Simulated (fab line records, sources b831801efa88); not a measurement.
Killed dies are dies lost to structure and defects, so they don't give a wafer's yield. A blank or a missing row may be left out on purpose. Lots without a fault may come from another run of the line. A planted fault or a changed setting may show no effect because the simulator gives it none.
Which tool did it? | flow gf180mcu | 12 lots, 36 wafers sampled, at 3 steps of a route of 602

WHAT THE GAUGES READ, wafer by wafer
GF_V5_THK_MEAS_25: measures by xrf.
lot  | measured     | on            | V5_W_THK (nm)
L621 | day 27 21:35 | film_metro-03 | 356 359 356
L623 | day 28 04:40 | film_metro-04 | 368 363 359
L624 | day 28 22:34 | film_metro-03 | 370 363 368
L625 | day 29 13:38 | film_metro-04 | 349 347 349
L627 | day 29 21:23 | film_metro-04 | 348 351 351
L631 | day 31 09:17 | film_metro-03 | 363 357 364
L632 | day 31 10:14 | film_metro-03 | 351 352 350
L635 | day 32 00:05 | film_metro-03 | 352 351 349
L638 | day 32 23:34 | film_metro-03 | 349 348 353
L642 | day 33 19:40 | film_metro-04 | 359 360 364
L643 | day 34 08:47 | film_metro-03 | 358 366 367
L644 | day 34 09:33 | film_metro-03 | 353 361 362

WHICH TOOL RAN EACH LOT (tool, then ch and the chambers of the sampled wafers, then the start)
lot  | GF_MIM_SPUTTER_02            | GF_M5_METAL_ETCH_10
L621 | pvd_sputter-04, day 25 04:21 | rie_metal-03 ch 0, day 26 23:01
L623 | pvd_sputter-02, day 25 09:11 | rie_metal-03 ch 0,1, day 27 05:14
L624 | pvd_sputter-02, day 26 04:02 | rie_metal-03 ch 0,1, day 27 23:05
L625 | pvd_sputter-04, day 27 00:19 | rie_metal-03 ch 0,1, day 28 15:35
L627 | pvd_sputter-02, day 27 06:07 | rie_metal-04 ch 0,1, day 28 23:10
L631 | pvd_sputter-04, day 28 21:08 | rie_metal-04 ch 0, day 30 12:34
L632 | pvd_sputter-04, day 28 21:39 | rie_metal-03 ch 0,1, day 30 12:55
L635 | pvd_sputter-02, day 29 14:49 | rie_metal-04 ch 0,1, day 31 03:53
L638 | pvd_sputter-01, day 30 15:07 | rie_metal-03 ch 0, day 32 04:25
L642 | pvd_sputter-04, day 31 12:55 | rie_metal-02 ch 1, day 33 00:24
L643 | pvd_sputter-04, day 32 04:11 | rie_metal-02 ch 0,1, day 33 13:31
L644 | pvd_sputter-01, day 32 06:42 | rie_metal-04 ch 0,1, day 33 15:29
- GF_MIM_SPUTTER_02: material AlCu, target thk 450 nm, time 23.9 s.
- GF_M5_METAL_ETCH_10: etches the open film in Cl2/BCl3, stops on SiO2, target depth 627.5 nm, time 104.6 s.

WHAT THE TOOLS THEMSELVES READ (means of the sampled wafers that have a number; where no wafer has one, the mark that the record gives instead)
GF_MIM_SPUTTER_02.
lot  | tool           | cathode_dc_power_W (W) | throttle_valve_pct (%)
L621 | pvd_sputter-04 | 10601                  | 31.9
L623 | pvd_sputter-02 | 10599                  | 29.9
L624 | pvd_sputter-02 | 10600                  | 30.3
L625 | pvd_sputter-04 | 10601                  | 30.7
L627 | pvd_sputter-02 | 10598                  | 29.1
L631 | pvd_sputter-04 | 10601                  | 30.2
L632 | pvd_sputter-04 | 10600                  | 30.1
L635 | pvd_sputter-02 | 10599                  | 29.5
L638 | pvd_sputter-01 | 10600                  | 29.8
L642 | pvd_sputter-04 | 10601                  | 31.1
L643 | pvd_sputter-04 | 10600                  | 30.4
L644 | pvd_sputter-01 | 10601                  | 30.4

GF_M5_METAL_ETCH_10.
lot  | tool         | drypump_motor_current_A (A) | oes_product_au (a.u.) | throttle_valve_pct (%)
L621 | rie_metal-03 | 6.0                         | 0.968                 | 28.262
L623 | rie_metal-03 | 5.2                         | 0.963                 | 28.257
L624 | rie_metal-03 | 5.2                         | 0.971                 | 28.260
L625 | rie_metal-03 | 5.2                         | 0.973                 | 28.250
L627 | rie_metal-04 | 5.6                         | 0.965                 | 28.254
L631 | rie_metal-04 | 6.3                         | 0.976                 | 28.251
L632 | rie_metal-03 | 5.2                         | 0.978                 | 28.244
L635 | rie_metal-04 | 5.9                         | 0.966                 | 28.240
L638 | rie_metal-03 | 6.0                         | 0.970                 | 28.254
L642 | rie_metal-02 | 6.6                         | 0.973                 | 28.250
L643 | rie_metal-02 | 5.8                         | 0.971                 | 28.245
L644 | rie_metal-04 | 5.9                         | 0.970                 | 28.238

THE ANSWER, worked out from the rows above alone
Rule: what is usual is taken from the lots themselves. Put in order of their means at a reading, lots are off if they are a third of the lots or fewer, leave a main group of 4 or more, and stand apart from it by a gap of 3 or more times the standard deviation of the main group's means; of several such gaps the widest counts. A main group whose means are all the same, to the digits that the tables above print for the reading, isn't used. A lot without any number at a reading at which 4 lots or more have one is off too. The other lots that the step has rows for count as sound. The gauges are gone through in route order, then the tools' own readings, and for those a lot's mean is taken as printed above. The first step at which some lot is off is used, and at that step the reading that is off furthest; a lot without a number counts as furthest.
No lot is off at any reading shown: from this, nothing can be told.

WHAT THE SIMULATOR HAD PUT IN
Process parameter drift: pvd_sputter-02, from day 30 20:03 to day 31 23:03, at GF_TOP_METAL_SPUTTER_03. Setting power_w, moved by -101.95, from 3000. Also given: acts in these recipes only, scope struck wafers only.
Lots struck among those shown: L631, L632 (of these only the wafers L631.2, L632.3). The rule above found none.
